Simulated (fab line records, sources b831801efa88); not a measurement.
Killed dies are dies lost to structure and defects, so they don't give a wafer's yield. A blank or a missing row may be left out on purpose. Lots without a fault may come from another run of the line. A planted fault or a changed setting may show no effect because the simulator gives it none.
fab line records | flow sky130
record lots=13 wafers=39 last_day=50
route steps=708 shown NWELL@82 VT_ADJUST_NCORE@126 SONOS_ONO@171
lots that met no fault: from a run of the same line without faults
start_h: hours from the record's first day to the start of the lot's first wafer shown | wait_h: hours since the lot's step before | " the same as in the row above | L1.1+2: a row that stands for several wafers | - no value, or no start given | * or withheld: withheld | < > ~ a bound
route shown NAME@n: a module of which the file shows steps, and the number in the route of the first | usual: mean/standard deviation of fault-free wafers | same: alike in all rows | chamber/n: place in a boat | sites: the reading at each site | _std_site: their standard deviation | _edge_site: outer sites' mean less inner sites' | radius_mm: how far each site lies from the wafer's centre | mask NAME#n: copy n | behind: the tool/chamber that last shaped the wafer | hold: why the lot was held/for how many hours/how that ended | device: the transistor (n, p or np) that didn't switch | end of line: the same wafers' tests at the end of the route | a step without rows: its recipe alone | killed: dies lost to structure and defects at the first sort, not the wafer's yield | map: a wafer's dies, x killed, . not, _ none there
set.NAME: the setting as run; set.NAME@STEP: as run at that earlier step | model.NAME: the simulator's own value behind a step, which no gauge read
steps of the route over a sample of lots; a table a step, a row a wafer
services: from which hour (start_h, from the record's first day; less than 0 if before it) a tool's chamber was out of use, for how many hours, and why
## steps
# step SKY_NWELL_RS_MEAS_29
# recipe thk_meas_gauge=four-point-probe
# usual NWELL_RS=624.5/1.4
# columns lot.wafer tool chamber start_h wait_h NWELL_RS[ohm/sq]
L825.2 film_metro-04 - 114.86 0.1 627.7
L825.4 " - " " 626.7
L825.5 " - " " 628.1
L828.2 film_metro-01 - 130.76 0.1 624.2
L828.4 " - " " 624.1
L828.5 " - " " 625.4
L829.1 film_metro-03 - 135.04 0.1 625.3
L829.2 " - " " 625.3
L829.6 " - " " 625.0
L833.1 film_metro-03 - 160.56 0.1 622.0
L833.2 " - " " 622.8
L833.4 " - " " 622.5
L835.2 film_metro-04 - 172.43 0.1 626.4
L835.4 " - " " 626.2
L835.6 " - " " 627.3
L836.2 film_metro-03 - 179.46 0.1 625.4
L836.5 " - " " 625.3
L836.6 " - " " 625.1
L839.1 film_metro-04 - 196.91 0.1 623.7
L839.3 " - " " 623.8
L839.5 " - " " 623.7
L841.3 film_metro-03 - 207.60 0.1 625.5
L841.4 " - " " 624.0
L841.6 " - " " 625.8
L842.1 film_metro-04 - 212.69 0.1 626.0
L842.2 " - " " 627.8
L842.3 " - " " 624.4
L844.2 film_metro-03 - 226.21 0.1 622.0
L844.3 " - " " 622.2
L844.6 " - " " 622.2
L845.1 film_metro-04 - 237.00 0.1 624.6
L845.5 " - " " 624.2
L845.6 " - " " 624.3
L846.2 film_metro-04 - 240.51 0.1 623.6
L846.4 " - " " 625.4
L846.6 " - " " 623.7
L847.3 film_metro-03 - 248.05 0.1 624.3
L847.5 " - " " 623.9
L847.6 " - " " 623.6
# step SKY_VT_ADJUST_NCORE_CD_MEAS_07
# recipe target_cd_nm=380
# usual cd_nm=380.4/2.9
# columns lot.wafer tool chamber start_h wait_h cd_nm
L825.2 cd_sem-02 - 194.86 0.1 376.7
L825.4 " - " " 376.2
L825.5 " - " " 376.0
L828.2 cd_sem-01 - 214.20 0.1 375.0
L828.4 " - " " 375.6
L828.5 " - " " 375.3
L829.1 cd_sem-01 - 218.19 0.1 376.0
L829.2 " - " " 378.2
L829.6 " - " " 378.7
L833.1 cd_sem-01 - 248.84 0.1 380.0
L833.2 " - " " 379.9
L833.4 " - " " 380.1
L835.2 cd_sem-01 - 262.61 0.1 383.3
L835.4 " - " " 381.6
L835.6 " - " " 382.3
L836.2 cd_sem-02 - 269.95 0.1 379.1
L836.5 " - " " 378.5
L836.6 " - " " 379.1
L839.1 cd_sem-02 - 289.94 0.1 382.2
L839.3 " - " " 382.1
L839.5 " - " " 384.1
L841.3 cd_sem-01 - 302.27 0.1 385.1
L841.4 " - " " 387.2
L841.6 " - " " 386.9
L842.1 cd_sem-01 - 308.94 0.1 377.5
L842.2 " - " " 378.9
L842.3 " - " " 380.5
L844.2 cd_sem-02 - 324.50 0.1 381.2
L844.3 " - " " 380.9
L844.6 " - " " 382.3
L845.1 cd_sem-02 - 336.59 0.1 379.9
L845.5 " - " " 381.3
L845.6 " - " " 379.0
L846.2 cd_sem-02 - 341.45 0.1 385.5
L846.4 " - " " 382.2
L846.6 " - " " 383.0
L847.3 cd_sem-01 - 349.82 0.1 380.9
L847.5 " - " " 383.2
L847.6 " - " " 382.8
# step SKY_VT_ADJUST_NCORE_IMPLANT_09
# recipe species=B energy_kev=10 dose_cm2=2.4e+12 tilt_deg=withheld
# usual beam_energy_keV=10.001/0.0032 dose_ions_cm2=2.4e+12/2.5e+09
# columns lot.wafer tool chamber start_h wait_h beam_energy_keV dose_ions_cm2
L825.2 implanter-01 0 195.03 0.0 10.001 2.3998e+12
L825.4 " 0 " " 10.004 2.4031e+12
L825.5 " 0 " " 10.002 2.4014e+12
L828.2 implanter-03 0 214.36 0.0 10.002 2.396e+12
L828.4 " 0 " " 10.002 2.3958e+12
L828.5 " 0 " " 10.004 2.397e+12
L829.1 implanter-01 0 218.35 0.0 10.002 2.3957e+12
L829.2 " 0 " " 10.002 2.3963e+12
L829.6 " 0 " " 10.007 2.3991e+12
L833.1 implanter-02 0 249.00 0.0 9.997 2.3964e+12
L833.2 " 0 " " 10.003 2.3985e+12
L833.4 " 0 " " 10.001 2.4005e+12
L835.2 implanter-01 0 262.77 0.0 10.003 2.4024e+12
L835.4 " 0 " " 10.002 2.3987e+12
L835.6 " 0 " " 9.999 2.4035e+12
L836.2 implanter-01 0 270.11 0.0 10.000 2.4005e+12
L836.5 " 0 " " 9.995 2.4022e+12
L836.6 " 0 " " 9.995 2.3981e+12
L839.1 implanter-03 0 290.10 0.0 10.000 2.4025e+12
L839.3 " 0 " " 9.997 2.3967e+12
L839.5 " 0 " " 9.998 2.3957e+12
L841.3 implanter-01 0 302.43 0.1 9.999 2.4048e+12
L841.4 " 0 " " 10.000 2.3994e+12
L841.6 " 0 " " 9.998 2.398e+12
L842.1 implanter-01 0 309.10 0.0 6.960 2.3989e+12
L842.2 " 0 " " 6.960 2.3991e+12
L842.3 " 0 " " 6.960 2.4002e+12
L844.2 implanter-01 0 324.66 0.0 6.960 2.398e+12
L844.3 " 0 " " 6.953 2.4013e+12
L844.6 " 0 " " 6.955 2.3961e+12
L845.1 implanter-03 0 336.75 0.0 10.003 2.3971e+12
L845.5 " 0 " " 10.002 2.3962e+12
L845.6 " 0 " " 10.003 2.3995e+12
L846.2 implanter-03 0 341.61 0.0 10.004 2.402e+12
L846.4 " 0 " " 10.002 2.3972e+12
L846.6 " 0 " " 10.001 2.3978e+12
L847.3 implanter-03 0 349.98 0.1 10.001 2.4012e+12
L847.5 " 0 " " 10.005 2.4007e+12
L847.6 " 0 " " 10.005 2.4028e+12
# step SKY_VT_ADJUST_NCORE_TW_MEAS_11
# usual VT_ADJUST_NCORE_TW=218.3/1.6
# columns lot.wafer tool chamber start_h wait_h VT_ADJUST_NCORE_TW
L825.2 film_metro-01 - 195.26 0.1 217.5
L825.4 " - " " 217.5
L825.5 " - " " 217.3
L828.2 film_metro-02 - 214.59 0.1 217.7
L828.4 " - " " 217.3
L828.5 " - " " 217.9
L829.1 film_metro-02 - 218.60 0.1 216.9
L829.2 " - " " 216.5
L829.6 " - " " 218.0
L833.1 film_metro-02 - 249.25 0.1 218.9
L833.2 " - " " 218.3
L833.4 " - " " 219.2
L835.2 film_metro-02 - 263.01 0.1 217.3
L835.4 " - " " 217.7
L835.6 " - " " 218.6
L836.2 film_metro-01 - 270.34 0.1 217.3
L836.5 " - " " 217.4
L836.6 " - " " 217.3
L839.1 film_metro-04 - 290.35 0.1 221.8
L839.3 " - " " 223.0
L839.5 " - " " 221.9
L841.3 film_metro-01 - 302.65 0.1 218.0
L841.4 " - " " 217.6
L841.6 " - " " 217.7
L842.1 film_metro-02 - 309.35 0.1 200.5
L842.2 " - " " 200.8
L842.3 " - " " 200.8
L844.2 film_metro-02 - 324.89 0.1 200.6
L844.3 " - " " 200.5
L844.6 " - " " 199.7
L845.1 film_metro-01 - 337.00 0.1 217.8
L845.5 " - " " 217.8
L845.6 " - " " 217.1
L846.2 film_metro-02 - 341.84 0.1 218.2
L846.4 " - " " 218.8
L846.6 " - " " 218.5
L847.3 film_metro-04 - 350.20 0.1 221.4
L847.5 " - " " 221.6
L847.6 " - " " 220.8
# step SKY_SONOS_ONO_THK_MEAS_03
# recipe reads=Si3N4_of_SONOS_ONO_CVD_02
# usual SONOS_ONO_CVD_02_THK=10.50/0.13
# columns lot.wafer tool chamber start_h wait_h SONOS_ONO_CVD_02_THK[nm]
L825.2 film_metro-04 - 270.53 0.0 10.54
L825.4 " - " " 10.81
L825.5 " - " " 10.50
L828.2 film_metro-04 - 293.03 0.0 10.61
L828.4 " - " " 10.45
L828.5 " - " " 10.69
L829.1 film_metro-04 - 294.07 0.0 10.51
L829.2 " - " " 10.45
L829.6 " - " " 10.47
L833.1 film_metro-01 - 332.37 0.0 10.65
L833.2 " - " " 10.64
L833.4 " - " " 10.59
L835.2 film_metro-02 - 347.64 0.0 10.50
L835.4 " - " " 10.51
L835.6 " - " " 10.52
L836.2 film_metro-01 - 353.16 0.0 10.32
L836.5 " - " " 10.31
L836.6 " - " " 10.46
L839.1 film_metro-01 - 374.89 0.0 10.48
L839.3 " - " " 10.43
L839.5 " - " " 10.54
L841.3 film_metro-01 - 388.41 0.0 10.41
L841.4 " - " " 10.38
L841.6 " - " " 10.52
L842.1 film_metro-04 - 394.74 0.0 10.44
L842.2 " - " " 10.53
L842.3 " - " " 10.48
L844.2 film_metro-02 - 412.48 0.0 10.56
L844.3 " - " " 10.41
L844.6 " - " " 10.42
L845.1 film_metro-02 - 426.91 0.0 10.58
L845.5 " - " " 10.48
L845.6 " - " " 10.53
L846.2 film_metro-04 - 432.49 0.0 10.55
L846.4 " - " " 10.35
L846.6 " - " " 10.48
L847.3 film_metro-04 - 440.41 0.0 10.58
L847.5 " - " " 10.76
L847.6 " - " " 10.70
## services
# columns tool chamber start_h hours kind
implanter-01 - 193.86 1.0 repair
implanter-02 - 202.93 4.7 repair
implanter-01 - 206.58 1.4 repair
implanter-01 - 256.46 1.9 repair
implanter-02 - 258.40 2.5 pm
implanter-02 - 273.36 0.7 repair
implanter-03 - 292.83 0.6 repair
implanter-02 - 296.57 1.1 repair
implanter-02 - 302.04 6.3 pm
implanter-01 - 303.45 5.6 repair
implanter-03 - 315.77 2.2 repair
implanter-02 - 322.87 3.6 repair
## key
first_sign step=SKY_VT_ADJUST_NCORE_IMPLANT_09 reading=beam_energy_keV direction=down sigmas=99+ usual=* struck=*
effect step=SKY_VT_ADJUST_NCORE_TW_MEAS_11 reading=VT_ADJUST_NCORE_TW direction=down sigmas=11 usual=218.3 struck=200.5
met_at SKY_VT_ADJUST_NCORE_IMPLANT_09
struck_lots L842,L844
rows_end L842.1,L842.2,L842.3,L844.2,L844.3,L844.6
not_acting_at SKY_NWELL_RS_MEAS_29,SKY_VT_ADJUST_NCORE_CD_MEAS_07,SKY_SONOS_ONO_THK_MEAS_03
onset_between 302.43 309.10
fault kind=process_parameter_drift tool=implanter-01 chamber=- onset_h=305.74 steps=SKY_VT_ADJUST_NCORE_IMPLANT_09 channel=energy_kev offset=* shape=step end_h=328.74 acts_in=* stated=*
# rows_end: these wafers met a further fault down the route, and their rows from its step on are left out
